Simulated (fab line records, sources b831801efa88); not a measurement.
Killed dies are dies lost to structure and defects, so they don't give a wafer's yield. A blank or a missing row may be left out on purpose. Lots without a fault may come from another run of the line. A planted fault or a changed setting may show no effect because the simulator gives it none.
One fault seen from 2 desks | flow sky130 | each desk has only its own numbers; what lay behind them comes last

THE TOOL OWNER'S DESK: lpcvd-02
The tool's own readings at SKY_FIELD_ISO_CVD_03 (deposits Si3N4 from DCS/NH3, target thk 165 nm, time 2830 s): means of the sampled wafers that have a number, for each lot that ran on this tool. A lot is out of limits, marked OUT, if its mean lies more than 4 standard deviations from the usual mean; the brackets give that distance.
Columns: A = pressure_mtorr at SKY_FIELD_ISO_CVD_03, usual 250.0 mTorr; B = spike_tc_bottom_C at SKY_FIELD_ISO_CVD_03, usual 790.8 C
lot  | first seen here | A     | B
L763 | day 1 21:41     | 250.2 | 792.5
L764 | day 2 03:01     | 250.0 | 788.9
L774 | day 4 04:41     | 250.0 | 792.8
L775 | day 4 10:43     | 249.9 | 793.1
L776 | day 4 14:50     | 249.6 | 791.5
L777 | day 4 19:41     | 250.4 | 789.6
L778 | day 5 03:03     | 250.0 | 788.6
L780 | day 5 11:17     | 249.9 | 791.3
L781 | day 5 17:02     | 249.6 | 788.9
L782 | day 5 21:47     | 249.7 | 791.7
L784 | day 6 06:41     | 250.3 | 787.6
This desk's finding: nothing out of limits on any of the 11 lots.

THE METROLOGY DESK
What the gauges read, lot by lot, whatever tool the lot ran on: means of the sampled wafers that have a number. A lot is out of limits, marked OUT, if its mean lies more than 4 standard deviations from the usual mean; the brackets give that distance.
Columns: A = FIELD_ISO_OXIDATION_01_THK at SKY_FIELD_ISO_THK_MEAS_23, usual 10.07 nm; B = cd_nm at SKY_VIA2_CD_MEAS_12, usual 200.2 nm; C = VIA3_OVL at SKY_VIA3_OVL_MEAS_13, usual 0 nm
lot  | first seen here | A     | B     | C
L763 | day 2 17:04     | 10.35 | 201.0 | -4
L764 | day 2 23:48     | 9.85  | 203.0 | 3
L774 | day 5 02:11     | 10.27 | 201.7 | -6
L775 | day 5 09:11     | 9.82  | 199.3 | 4
L776 | day 5 13:05     | 9.98  | 201.2 | -1
L777 | day 5 18:51     | 10.10 | 200.1 | 4
L778 | day 6 01:40     | 10.06 | 200.4 | 1
L780 | day 6 09:37     | 9.94  | 200.3 | -3
L781 | day 6 17:34     | 10.12 | 201.4 | -1
L782 | day 6 21:45     | 9.74  | 200.3 | 5
L784 | day 7 07:31     | 9.93  | 199.3 | 3
This desk's finding: nothing out of limits on any of the 11 lots.

PUT TOGETHER
The tool owner's desk saw nothing out of limits.
The metrology desk saw nothing out of limits.

WHAT THE SIMULATOR HAD PUT IN
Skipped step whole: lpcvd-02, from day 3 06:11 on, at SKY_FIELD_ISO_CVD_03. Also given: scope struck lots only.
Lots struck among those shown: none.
